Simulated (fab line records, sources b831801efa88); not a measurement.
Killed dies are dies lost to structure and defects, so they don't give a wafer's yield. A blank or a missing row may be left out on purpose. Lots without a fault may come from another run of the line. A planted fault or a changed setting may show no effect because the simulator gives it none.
fab line records | flow sky130
record lots=7 wafers=21 last_day=50
route steps=708 shown POLY_GATE@217 LDD_N@237
lots that met no fault: from a run of the same line without faults
start_h: hours from the record's first day to the start of the lot's first wafer shown | wait_h: hours since the lot's step before | " the same as in the row above | L1.1+2: a row that stands for several wafers | - no value, or no start given | * or withheld: withheld | < > ~ a bound
route shown NAME@n: a module of which the file shows steps, and the number in the route of the first | usual: mean/standard deviation of fault-free wafers | same: alike in all rows | chamber/n: place in a boat | sites: the reading at each site | _std_site: their standard deviation | _edge_site: outer sites' mean less inner sites' | radius_mm: how far each site lies from the wafer's centre | mask NAME#n: copy n | behind: the tool/chamber that last shaped the wafer | hold: why the lot was held/for how many hours/how that ended | device: the transistor (n, p or np) that didn't switch | end of line: the same wafers' tests at the end of the route | a step without rows: its recipe alone | killed: dies lost to structure and defects at the first sort, not the wafer's yield | map: a wafer's dies, x killed, . not, _ none there
set.NAME: the setting as run; set.NAME@STEP: as run at that earlier step | model.NAME: the simulator's own value behind a step, which no gauge read
lots at some steps of the route; a table a step, a row a wafer
services: from which hour (start_h, from the record's first day; less than 0 if before it) a tool's chamber was out of use, for how many hours, and why
## steps
# step SKY_POLY_GATE_CVD_03
# recipe material=Si3N4 precursor=DCS/NH3 target_thk_nm=75 temp_c=770 time_s=1290 pressure_mtorr=250
# step SKY_POLY_GATE_THK_MEAS_04
# recipe reads=Si3N4_of_POLY_GATE_CVD_03
# usual POLY_GATE_CVD_03_THK=75.3/0.67
# columns lot.wafer tool chamber start_h wait_h POLY_GATE_CVD_03_THK[nm]
L326.1 film_metro-04 - 344.12 0.0 75.6
L326.2 " - " " 75.4
L326.4 " - " " 75.6
L338.4 film_metro-04 - 478.07 0.0 75.8
L338.5 " - " " 75.9
L338.6 " - " " 75.9
L339.1 film_metro-01 - 491.91 0.0 74.7
L339.2 " - " " 74.4
L339.4 " - " " 74.8
L340.1 film_metro-04 - 494.32 0.0 74.7
L340.2 " - " " 74.6
L340.4 " - " " 74.8
L342.1 film_metro-04 - 497.86 0.0 75.6
L342.3 " - " " 75.5
L342.6 " - " " 75.5
L347.2 film_metro-02 - 537.16 0.0 76.9
L347.5 " - " " 77.0
L347.6 " - " " 76.6
L348.3 film_metro-04 - 556.33 0.0 75.2
L348.4 " - " " 74.6
L348.6 " - " " 75.1
# step SKY_POLY_GATE_DEHYDRATE_05
# recipe temp_c=200 time_s=60
# step SKY_POLY_GATE_HMDS_06
# recipe prime_time_s=60 prime_temp_c=120
# step SKY_POLY_GATE_COAT_07
# recipe resist=BARC temp_c=withheld time_s=withheld spin_rpm=3000 resist_thk_nm=110
# step SKY_POLY_GATE_COAT_08
# recipe resist=KrF-thick spin_rpm=3000 resist_thk_nm=450
# step SKY_POLY_GATE_SOFTBAKE_09
# recipe temp_c=100 time_s=90 resist=KrF-thick
# step SKY_POLY_GATE_EXPOSE_10
# recipe mask_id=P1M na=0.68 source_shape=conventional sigma_outer=0.6 target_cd_nm=150 dose_mj=28
# step SKY_POLY_GATE_PEB_11
# recipe peb_temp_c=withheld peb_time_s=withheld resist=KrF-thick
# step SKY_POLY_GATE_DEVELOP_12
# recipe develop_time_s=60 resist=KrF-thick dev_temp_c=21
# step SKY_POLY_GATE_CD_MEAS_13
# recipe target_cd_nm=150
# usual cd_nm=149.6/1.5
# columns lot.wafer tool chamber start_h wait_h cd_nm
L326.1 cd_sem-02 - 371.97 - 149.6
L326.2 " - " " 149.6
L326.4 " - " " 150.3
L338.4 cd_sem-02 - 508.63 - 152.8
L338.5 " - " " 152.4
L338.6 " - " " 152.3
L339.1 cd_sem-01 - 522.03 - 147.3
L339.2 " - " " 147.3
L339.4 " - " " 147.9
L340.1 cd_sem-02 - 525.18 - 148.2
L340.2 " - " " 148.2
L340.4 " - " " 148.6
L342.1 cd_sem-02 - 528.52 - 149.2
L342.3 " - " " 148.6
L342.6 " - " " 147.6
L347.2 cd_sem-02 - 566.59 - 148.5
L347.5 " - " " 148.9
L347.6 " - " " 150.5
L348.3 cd_sem-01 - 585.56 - 150.3
L348.4 " - " " 150.6
L348.6 " - " " 150.8
# step SKY_POLY_GATE_OVL_MEAS_14
# usual POLY_GATE_OVL=1/5.6
# columns lot.wafer tool chamber start_h wait_h POLY_GATE_OVL[nm]
L326.1 overlay-02 - 372.09 0.1 3
L326.2 " - " " 6
L326.4 " - " " 8
L338.4 overlay-01 - 508.71 0.1 1
L338.5 " - " " 3
L338.6 " - " " 0
L339.1 overlay-01 - 522.15 0.1 -1
L339.2 " - " " 7
L339.4 " - " " 2
L340.1 overlay-01 - 525.30 0.1 3
L340.2 " - " " 7
L340.4 " - " " 7
L342.1 overlay-01 - 528.64 0.1 4
L342.3 " - " " 7
L342.6 " - " " 0
L347.2 overlay-01 - 566.70 0.1 3
L347.5 " - " " -4
L347.6 " - " " -2
L348.3 overlay-01 - 585.65 0.1 0
L348.4 " - " " 6
L348.6 " - " " 7
# step SKY_POLY_GATE_ETCH_15
# recipe chemistry=N2/H2 target=BARC ion_energy_ev=200 source_w=500 bias_w=100 pressure_mtorr=30 n2_flow_sccm=100 h2_flow_sccm=200 stop_on=SiO2 time_s=118.5 target_depth_a=1100
# usual bias_w=100.02/0.28 chamber_pressure_mTorr=30.002/0.022 drypump_motor_current_A=5.9/0.43 oes_product_au=0.715/0.0046 throttle_valve_pct=13.213/0.0091
# columns lot.wafer tool chamber start_h wait_h bias_w chamber_pressure_mTorr drypump_motor_current_A oes_product_au rf_hours_counter_h throttle_valve_pct model.KrF-thick_of_POLY_GATE_COAT_08.thk_nm
L326.1 rie_diel-02 1 372.13 0.0 99.67 30.005 6.2 0.707 110 13.226 346
L326.2 " 2 " " 99.87 29.997 6.0 0.714 3 13.203 345
L326.4 " 0 " " 99.84 29.996 6.3 0.713 75 13.215 346.4
L338.4 rie_diel-03 0 508.73 0.0 - - - - - - 436.8
L338.5 " 3 " " - - - - - - 437.1
L338.6 " 2 " " - - - - - - 437.5
L339.1 rie_diel-03 2 522.19 0.0 - - - - - - 437.1
L339.2 " 1 " " - - - - - - 437.2
L339.4 " 0 " " - - - - - - 438.3
L340.1 rie_diel-03 3 525.33 0.0 - - - - - - 436.4
L340.2 " 2 " " - - - - - - 436.5
L340.4 " 1 " " - - - - - - 435.9
L342.1 rie_diel-03 3 528.68 0.0 99.89 30.014 5.9 0.719 6 13.208 342.5
L342.3 " 0 " " 100.25 29.988 5.1 0.721 7 13.221 344.9
L342.6 " 0 " " 100.15 30.008 5.1 0.708 - 13.217 344.9
L347.2 rie_diel-02 1 566.73 0.0 99.95 29.992 6.2 0.714 3 13.210 344.1
L347.5 " 3 " " 100.63 30.026 6.3 0.719 - 13.227 340.9
L347.6 " 2 " " 100.32 29.964 5.9 0.718 - 13.210 343.9
L348.3 rie_diel-03 1 585.68 0.0 99.63 30.016 5.4 0.710 17 13.223 344.9
L348.4 " 3 " " 99.99 29.945 5.9 0.715 7 13.194 342.5
L348.6 " 3 " " 99.90 30.014 5.9 0.709 - 13.215 343.6
# step SKY_POLY_GATE_ETCH_16
# recipe stop_on=poly-Si chemistry=CH3F/O2 target=Si3N4 source_w=400 bias_w=76.98 pressure_mtorr=25 ch3f_flow_sccm=40 O2_flow_sccm=30 time_s=147.5 target_depth_a=750
# usual O2_flow_sccm=29.99/0.092 bias_w=76.97/0.22 ch3f_flow_sccm=40.02/0.14 drypump_motor_current_A=5.9/0.43 oes_product_au=0.641/0.0048 throttle_valve_pct=10.534/0.0093
# columns lot.wafer tool chamber start_h wait_h O2_flow_sccm bias_w ch3f_flow_sccm drypump_motor_current_A oes_product_au rf_hours_counter_h throttle_valve_pct model.POLY_GATE.cd_nm
L326.1 rie_diel-02 1 372.21 0.0 30.02 77.46 39.95 6.2 0.647 110 10.530 149.8
L326.2 " 2 " " 29.99 77.08 40.22 6.0 0.649 3 10.530 150.6
L326.4 " 0 " " 29.93 77.11 39.90 6.3 0.637 75 10.531 148.6
L338.4 rie_diel-03 0 508.81 0.0 29.95 77.14 39.85 5.1 0.365 6 10.497 152.8
L338.5 " 3 " " 29.93 77.05 40.25 5.9 0.370 - 10.506 152.9
L338.6 " 2 " " 30.00 76.90 40.13 5.6 0.374 - 10.513 152.4
L339.1 rie_diel-03 2 522.27 0.0 30.05 76.79 40.09 5.6 0.366 15 10.511 147.4
L339.2 " 1 " " 29.97 76.88 40.02 5.4 0.376 15 10.500 147.2
L339.4 " 0 " " 30.08 76.93 39.78 5.2 0.380 7 10.489 147.8
L340.1 rie_diel-03 3 525.42 0.0 29.89 76.76 40.00 5.9 0.375 6 10.488 148.2
L340.2 " 2 " " 29.89 76.74 39.81 5.6 0.384 15 10.495 148
L340.4 " 1 " " 29.90 77.28 40.04 5.4 0.379 15 10.499 148.8
L342.1 rie_diel-03 3 528.76 0.0 30.11 76.88 40.17 5.9 0.648 6 10.540 146.7
L342.3 " 0 " " 29.99 76.83 40.42 5.1 0.639 7 10.544 148.6
L342.6 " 0 " " 29.90 77.03 40.20 5.1 0.648 - 10.524 147.5
L347.2 rie_diel-02 1 566.81 0.0 29.86 76.71 40.13 6.2 0.647 3 10.534 145.8
L347.5 " 3 " " 30.02 77.25 40.15 6.3 0.651 - 10.517 150.4
L347.6 " 2 " " 30.03 76.59 40.19 5.9 0.644 - 10.531 150.8
L348.3 rie_diel-03 1 585.76 0.0 29.91 76.79 40.07 5.4 0.641 17 10.532 150.3
L348.4 " 3 " " 30.07 76.84 39.92 5.9 0.634 8 10.545 146.4
L348.6 " 3 " " 30.00 76.70 39.87 5.9 0.642 - 10.545 147.5
# step SKY_POLY_GATE_ETCH_17
# recipe target_depth_nm=180 stop_on=SiO2 over_etch_frac=0.56667 chemistry=HBr/Cl2 target=poly-Si icp_w=400 bias_w=100 pressure_mtorr=10 HBr_flow_sccm=150 Cl2_flow_sccm=50 time_s=70.5
# usual HBr_flow_sccm=150.0/0.47 bias_w=99.96/0.3 drypump_motor_current_A=5.4/0.41 he_backside_leak_sccm=2.67/0.23 mfc_cl2_sccm=49.97/0.15 oes_product_au=0.988/0.0069 throttle_valve_pct=33.686/0.01
# columns lot.wafer tool chamber start_h wait_h HBr_flow_sccm bias_w drypump_motor_current_A he_backside_leak_sccm mfc_cl2_sccm oes_product_au rf_hours_counter_h throttle_valve_pct model.KrF-thick_of_POLY_GATE_COAT_08.thk_nm model.POLY_GATE.cd_nm
L326.1 rie_si-02 0 372.31 0.0 149.9 100.25 5.7 3.11 49.89 0.998 54 33.685 144.9 149.4
L326.2 " 1 " " 149.2 99.84 5.0 2.72 50.03 1.001 6 33.692 142.7 151.1
L326.4 " 1 " " 150.0 99.82 5.0 2.92 49.93 0.991 - 33.682 146.7 149.9
L338.4 rie_si-01 1 508.91 0.0 149.8 100.44 5.6 2.51 50.02 0.281 3 33.697 233.5 153.4
L338.5 " 0 " " 150.1 99.64 4.8 2.54 49.94 0.271 - 33.690 231.1 153.1
L338.6 " 1 " " 150.1 100.30 5.5 2.50 49.70 0.271 - 33.690 232.5 153.1
L339.1 rie_si-02 3 522.37 0.0 150.9 99.87 5.1 2.60 49.80 0.267 1 33.679 233.9 146.2
L339.2 " 2 " " 150.0 99.56 5.7 2.79 50.25 0.272 26 33.687 232.6 146
L339.4 " 3 " " 150.1 99.57 5.1 2.53 50.03 0.276 - 33.695 233.6 146.7
L340.1 rie_si-01 1 525.52 0.0 150.1 99.27 5.5 2.38 50.06 0.278 3 33.693 233.1 148.5
L340.2 " 0 " " 150.8 100.34 4.8 2.50 50.21 0.267 6 33.676 231.6 148.3
L340.4 " 2 " " 149.8 99.53 5.1 2.26 50.17 0.263 42 33.682 232.5 148.1
L342.1 rie_si-01 3 528.86 0.0 150.0 100.27 6.1 2.72 49.46 1.005 0 33.675 138.1 146.4
L342.3 " 2 " " 150.3 99.79 5.1 2.58 49.80 0.991 42 33.675 141.2 147.5
L342.6 " 2 " " 150.8 100.27 5.1 2.67 49.85 0.994 - 33.691 141.6 147.6
L347.2 rie_si-01 3 566.91 0.0 149.9 100.21 6.0 2.94 50.24 0.988 1 33.666 140.7 144.6
L347.5 " 1 " " 149.8 100.16 5.5 2.42 49.80 0.981 - 33.681 136.3 150.4
L347.6 " 0 " " 149.3 100.78 4.8 2.52 49.74 0.992 - 33.693 138.5 150.7
L348.3 rie_si-01 0 585.86 0.0 150.0 100.12 4.8 2.46 49.88 1.001 6 33.689 139.9 149.9
L348.4 " 3 " " 149.2 99.85 6.0 2.84 49.99 0.993 1 33.674 137 144.3
L348.6 " 1 " " 150.6 99.96 5.5 2.31 49.99 0.997 - 33.670 138.5 147.3
# step SKY_POLY_GATE_STRIP_18
# recipe chemistry=O2/N2 power_w=1400 pressure_mtorr=1500 platen_temp_c=withheld o2_flow_sccm=3000 n2_flow_sccm=300 overash_fraction=0.5
# usual drypump_motor_current_A=5.6/0.43 oes_product_au=0.361/0.0053 strip_time_to_endpoint_s=3.18/0.032
# columns lot.wafer tool chamber start_h wait_h drypump_motor_current_A oes_product_au rf_hours_counter_h strip_time_to_endpoint_s
L326.1 plasma_asher-03 1 372.37 0.0 5.8 0.365 71 3.21
L326.2 " 0 " " 6.2 0.353 71 3.19
L326.4 " 1 " " 5.7 0.356 - 3.24
L338.4 plasma_asher-03 1 509.00 0.1 5.7 0.404 - 4.16
L338.5 " 0 " " 6.2 0.405 - 4.15
L338.6 " 1 " " 5.7 0.401 - 4.16
L339.1 plasma_asher-02 0 522.42 0.0 5.3 0.409 40 4.19
L339.2 " 1 " " 5.9 0.399 40 4.15
L339.4 " 0 " " 5.3 0.402 - 4.17
L340.1 plasma_asher-02 1 525.57 0.0 5.9 0.400 40 4.18
L340.2 " 0 " " 5.3 0.403 40 4.15
L340.4 " 0 " " 5.3 0.404 - 4.16
L342.1 plasma_asher-04 1 528.91 0.0 5.0 0.354 10 3.16
L342.3 " 1 " " 5.0 0.350 - 3.18
L342.6 " 0 " " 5.9 0.358 - 3.19
L347.2 plasma_asher-02 0 566.96 0.0 5.3 0.360 45 3.17
L347.5 " 1 " " 5.9 0.358 - 3.11
L347.6 " 0 " " 5.3 0.362 - 3.14
L348.3 plasma_asher-04 0 585.95 0.1 5.9 0.368 - 3.16
L348.4 " 1 " " 4.9 0.360 - 3.15
L348.6 " 1 " " 4.9 0.356 - 3.16
# step SKY_POLY_GATE_CLEAN_19
# recipe chemistry=SC1/SC2 mix=1:4:20 temp_c=70 time_s=150 dry=n2_spin
# step SKY_POLY_GATE_OXIDATION_20
# recipe temp_c=850 ambient=O2 stabilise_s=600 purge_s=300 target_thk_a=40 ox_time_s=899
# step SKY_POLY_GATE_CD_MEAS_22
# usual cd_nm=148.8/2.8
# columns lot.wafer tool chamber start_h wait_h cd_nm
L326.1 cd_sem-01 - 375.80 0.1 149.4
L326.2 " - " " 150.9
L326.4 " - " " 150.4
L338.4 cd_sem-02 - 510.51 0.1 -
L338.5 " - " " -
L338.6 " - " " -
L339.1 cd_sem-01 - 523.88 0.1 -
L339.2 " - " " -
L339.4 " - " " -
L340.1 cd_sem-02 - 527.03 0.1 -
L340.2 " - " " -
L340.4 " - " " -
L342.1 cd_sem-02 - 530.37 0.1 146.3
L342.3 " - " " 147.5
L342.6 " - " " 147.6
L347.2 cd_sem-01 - 568.50 0.1 144.8
L347.5 " - " " 150.3
L347.6 " - " " 150.6
L348.3 cd_sem-01 - 587.48 0.1 149.8
L348.4 " - " " 144.6
L348.6 " - " " 146.9
# step SKY_LDD_N_DEHYDRATE_00
# recipe temp_c=200 time_s=60
## services
# columns tool chamber start_h hours kind
rie_diel-02 - 350.56 2.8 pm
rie_si-02 3 353.18 8.9 repair
rie_diel-03 3 364.14 8.7 repair
rie_diel-02 3 374.66 3.9 repair
rie_diel-03 2 376.04 12.3 repair
rie_si-02 - 389.31 2.8 pm
rie_diel-03 2 391.74 4.0 repair
plasma_asher-03 - 396.56 2.8 pm
rie_diel-03 - 399.23 0.7 repair
rie_si-01 3 408.47 - clean
rie_si-01 3 408.47 24.3 scheduled_down
rie_si-01 3 408.47 24.3 vent_cycle
rie_diel-02 0 411.84 6.3 repair
rie_diel-02 2 420.07 9.1 repair
plasma_asher-04 - 421.26 9.0 pm
rie_diel-02 3 426.77 9.7 repair
rie_si-02 - 445.90 4.3 pm
rie_si-02 1 478.67 15.9 repair
plasma_asher-03 - 519.62 1.0 repair
rie_diel-03 2 526.95 1.6 repair
plasma_asher-02 - 533.13 1.2 repair
plasma_asher-03 - 547.39 15.6 pm
rie_diel-03 0 554.90 5.5 repair
plasma_asher-04 - 564.27 4.8 repair
## key
first_sign step=SKY_POLY_GATE_ETCH_15 reading=tool_record direction=missing
effect step=SKY_POLY_GATE_ETCH_16 reading=oes_product_au direction=down sigmas=56 usual=0.641 struck=0.374
effect step=SKY_POLY_GATE_ETCH_17 reading=oes_product_au direction=down sigmas=99+ usual=0.988 struck=0.272
effect step=SKY_POLY_GATE_STRIP_18 reading=strip_time_to_endpoint_s direction=up sigmas=30 usual=* struck=*
effect step=SKY_POLY_GATE_CD_MEAS_22 reading=cd_nm direction=missing
model_effect step=SKY_POLY_GATE_ETCH_15 value=KrF-thick_of_POLY_GATE_COAT_08.thk_nm without=345 struck=437
model_effect step=SKY_POLY_GATE_ETCH_16 value=POLY_GATE.cd_nm without=147.4 struck=149.5
model_effect step=SKY_POLY_GATE_ETCH_17 value=KrF-thick_of_POLY_GATE_COAT_08.thk_nm without=140.7 struck=232.7
met_at SKY_POLY_GATE_ETCH_15
struck_wafers L338.4,L338.5,L338.6,L339.1,L339.2,L339.4,L340.1,L340.2,L340.4
later_rows_left_out L338.4,L338.5,L338.6,L339.1,L339.2,L339.4,L340.1,L340.2,L340.4
sort_left_out L338.4,L338.5,L338.6,L339.1,L339.2,L339.4,L340.1,L340.2,L340.4
tester_left_out L338,L339,L340
fault kind=skipped_step_whole tool=rie_diel-03 chamber=- onset_h=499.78 steps=SKY_POLY_GATE_ETCH_15 scope=struck_lots_only
# tester_left_out: of these lots the tester's yield and bins aren't shown, on N5 and GAA mostly nor the transistor test; their killed dies are dies lost to structure and defects alone, not to doping, threshold or leakage, so they don't give the yield
# sort_left_out: the simulated sort isn't trusted on such a fault, so these wafers' sort isn't shown, and their yield isn't known
# later_rows_left_out: the simulator's readings of these wafers behind a module that went badly wrong aren't trusted and aren't shown, but for the sort
